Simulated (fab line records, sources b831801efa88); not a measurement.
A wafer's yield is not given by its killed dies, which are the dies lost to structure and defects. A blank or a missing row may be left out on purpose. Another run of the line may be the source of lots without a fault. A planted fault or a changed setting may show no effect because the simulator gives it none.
Comparing a struck lot with a sound one    flow sky130    44 out of 708 route steps
Sound: these wafers, L675.2, L675.5, L675.6. Struck: wafer L686.6; the same lot's L686.5 was not struck, so it is left out; see the end for the cause.
At each step with rows: each side's tool, then ch and its chambers, then its first start. Under that, the readings that differ: sound wafers    struck wafers    difference of the means    sigmas: that difference in standard deviations of wafers without a fault.
alike: a reading whose means differ by less than 2 such deviations, as well as words and numbers matching on both sides. not compared: withheld readings; readings where some wafer has no value; bounds like >300 that might hide an equal value; numbers whose values overlap and for which the record gives no deviation.
A row with sigmas, a row that says differs or no value, or rows on one side alone: a step with any of these is where the two part. Numbers that don't overlap but have no deviation are shown without sigmas and don't part them. A reading missing from all wafers of one side parts the sides only when that side holds two or more wafers.

SKY_NWELL_RS_MEAS_29: the measuring method here is four-point-probe.
  sound on film metro-04 at day 7 02:07; struck on film metro-01 at day 10 01:23
  alike: NWELL_RS
SKY_NWELL_RS_MEAS_31: the measuring method here is four-point-probe.
  sound on film metro-04 at day 7 02:22; struck on film metro-01 at day 10 01:38
  alike: PWDE_RS
then, 7 steps without rows for these wafers: SKY_VT_ADJUST_HVTP_DEHYDRATE_00 (time 60 s); SKY_VT_ADJUST_HVTP_HMDS_01 (prime time 60 s); SKY_VT_ADJUST_HVTP_COAT_02 (resist thk 1140 nm); SKY_VT_ADJUST_HVTP_SOFTBAKE_03 (time 60 s); SKY_VT_ADJUST_HVTP_EXPOSE_04 (exposes mask HVTPM, target cd 380 nm); SKY_VT_ADJUST_HVTP_PEB_05; SKY_VT_ADJUST_HVTP_DEVELOP_06 (develop time 60 s).
SKY_VT_ADJUST_HVTP_CD_MEAS_07 targets a cd of 380 nm.
  sound on cd sem-01 at day 7 22:07; struck on cd sem-02 at day 11 00:23
  alike: cd nm
SKY_VT_ADJUST_HVTP_OVL_MEAS_08:
  sound on overlay-02 at day 7 22:13; struck on overlay-02 at day 11 00:27
  alike: VT_ADJUST_HVTP_OVL
SKY_VT_ADJUST_HVTP_IMPLANT_09:
  sound on implanter-01 ch 0, day 7 22:16; struck on implanter-01 ch 0, day 11 00:34
SKY_VT_ADJUST_HVTP_STRIP_10: strips in O2/N2.
  sound on plasma asher-04 ch 0,1, day 7 22:24; struck on plasma asher-04 ch 1, day 11 00:41
  alike: drypump motor current A, oes product au, strip time to endpoint s
  not compared: rf hours counter h
SKY_VT_ADJUST_HVTP_TW_MEAS_11:
  sound on film metro-04 at day 7 22:31; struck on film metro-04 at day 11 00:46
  alike: VT_ADJUST_HVTP_TW
then, 7 steps without rows for these wafers: SKY_VT_ADJUST_LVTN_DEHYDRATE_00 (time 60 s); SKY_VT_ADJUST_LVTN_HMDS_01 (prime time 60 s); SKY_VT_ADJUST_LVTN_COAT_02 (resist thk 3000 nm); SKY_VT_ADJUST_LVTN_SOFTBAKE_03; SKY_VT_ADJUST_LVTN_EXPOSE_04 (exposes mask NWM COMPLEMENT LESS NATIVE, target cd 840 nm); SKY_VT_ADJUST_LVTN_PEB_05; SKY_VT_ADJUST_LVTN_DEVELOP_06 (develop time 60 s).
SKY_VT_ADJUST_LVTN_OVL_MEAS_07:
  sound on overlay-02 at day 8 19:04; struck on overlay-01 at day 11 23:59
  alike: VT_ADJUST_LVTN_OVL
after that, 1 step had no rows for these wafers: SKY_VT_ADJUST_LVTN_IMPLANT_08.
SKY_VT_ADJUST_LVTN_STRIP_09: strips in O2/N2.
  sound on plasma asher-02 ch 0,1, day 8 19:14; struck on plasma asher-01 ch 0, day 12 00:13
reading                       sound              struck  difference  sigmas
oes product au (a.u.)         0.721 0.720 0.718  0.732   +0.012      +3
strip time to endpoint s (s)  36.92 36.90 36.83  37.11   +0.23       +2
  alike: drypump motor current A
  not compared: rf hours counter h
SKY_VT_ADJUST_LVTN_TW_MEAS_10:
  sound on film metro-04 at day 8 19:21; struck on film metro-01 at day 12 00:17
  alike: VT_ADJUST_LVTN_TW
then, 7 steps without rows for these wafers: SKY_VT_ADJUST_LVTN_DEHYDRATE_11 (time 60 s); SKY_VT_ADJUST_LVTN_HMDS_12 (prime time 60 s); SKY_VT_ADJUST_LVTN_COAT_13 (resist thk 1140 nm); SKY_VT_ADJUST_LVTN_SOFTBAKE_14 (time 60 s); SKY_VT_ADJUST_LVTN_EXPOSE_15 (exposes mask HVN STD DERIVED, target cd 600 nm); SKY_VT_ADJUST_LVTN_PEB_16; SKY_VT_ADJUST_LVTN_DEVELOP_17 (develop time 60 s).
SKY_VT_ADJUST_LVTN_OVL_MEAS_18:
  sound on overlay-02 at day 9 15:57; struck on overlay-02 at day 13 00:55
  alike: VT_ADJUST_LVTN_01_OVL
after that, 1 step had no rows for these wafers: SKY_VT_ADJUST_LVTN_IMPLANT_19.
SKY_VT_ADJUST_LVTN_STRIP_20: strips in O2/N2.
  sound on plasma asher-04 ch 0,1, day 9 16:08; struck on plasma asher-02 ch 1, day 13 01:08
  alike: drypump motor current A, oes product au, strip time to endpoint s
  not compared: rf hours counter h
SKY_VT_ADJUST_LVTN_TW_MEAS_21:
  sound on film metro-01 at day 9 16:14; struck on film metro-04 at day 13 01:13
reading              sound              struck  difference  sigmas
VT_ADJUST_LVTN_2_TW  183.1 182.1 182.2  188.5   +6.0        +3
then, 5 steps without rows for these wafers: SKY_VT_ADJUST_NCORE_DEHYDRATE_00 (time 60 s); SKY_VT_ADJUST_NCORE_HMDS_01 (prime time 60 s); SKY_VT_ADJUST_NCORE_COAT_02 (resist thk 1140 nm); SKY_VT_ADJUST_NCORE_SOFTBAKE_03 (time 60 s); SKY_VT_ADJUST_NCORE_EXPOSE_04 (exposes mask LVTN COMPLEMENT THIN, target cd 380 nm).
-- record jumps: 6 days separate the struck wafers' starts on either side; left off in module VT_ADJUST_NCORE, taken up again in module SONOS_ONO, whose first shown step is the route's number 181 --
SKY_SONOS_ONO_CD_MEAS_13 targets a cd of 410 nm.
  sound on cd sem-02 at day 17 23:01; struck on cd sem-02 at day 18 20:43
  alike: cd nm
  not compared: hold
SKY_SONOS_ONO_OVL_MEAS_14:
  sound on overlay-01 at day 17 23:08; struck on overlay-01 at day 19 06:37
reading  sound  struck                    difference                    sigmas
hold     - - -  await dispo/9.8h/release  no value on the sound wafers  
  alike: SONOS_ONO_OVL
-- record jumps: 31 days separate the struck wafers' starts on either side; left off in module SONOS_ONO, taken up again in module PAD_OPEN, whose first shown step is the route's number 708 --
SKY_PAD_OPEN_PROBE_99:
  sound on prober-02 at day 49 16:15; struck on prober-01 at day 50 01:19
reading                                  sound                   struck  difference  sigmas
model.etest.tip p.rs ohm sq range        135.5 158.3 65.63       964.3   +844.5      
model.etest.pfet_01v8.drive ua um range  5.612 9.296 7.96        44.42   +36.80      
model.etest.pfet_01v8.vt v range         0.0143 0.01292 0.02221  0.1477  +0.1312     
  alike: killed_at_M0_to_M3, killed_at_M4_up, killed at contacts, killed at front end, killed at other, killed dies, killed open, killed short

== WHERE THEY PART ==
At SKY_VT_ADJUST_LVTN_STRIP_09 first; at SKY_SONOS_ONO_OVL_MEAS_14 last (within this record only). Later steps at which nothing parts them and some readings are alike: SKY_PAD_OPEN_PROBE_99.

WHY: what had been put in by the simulator
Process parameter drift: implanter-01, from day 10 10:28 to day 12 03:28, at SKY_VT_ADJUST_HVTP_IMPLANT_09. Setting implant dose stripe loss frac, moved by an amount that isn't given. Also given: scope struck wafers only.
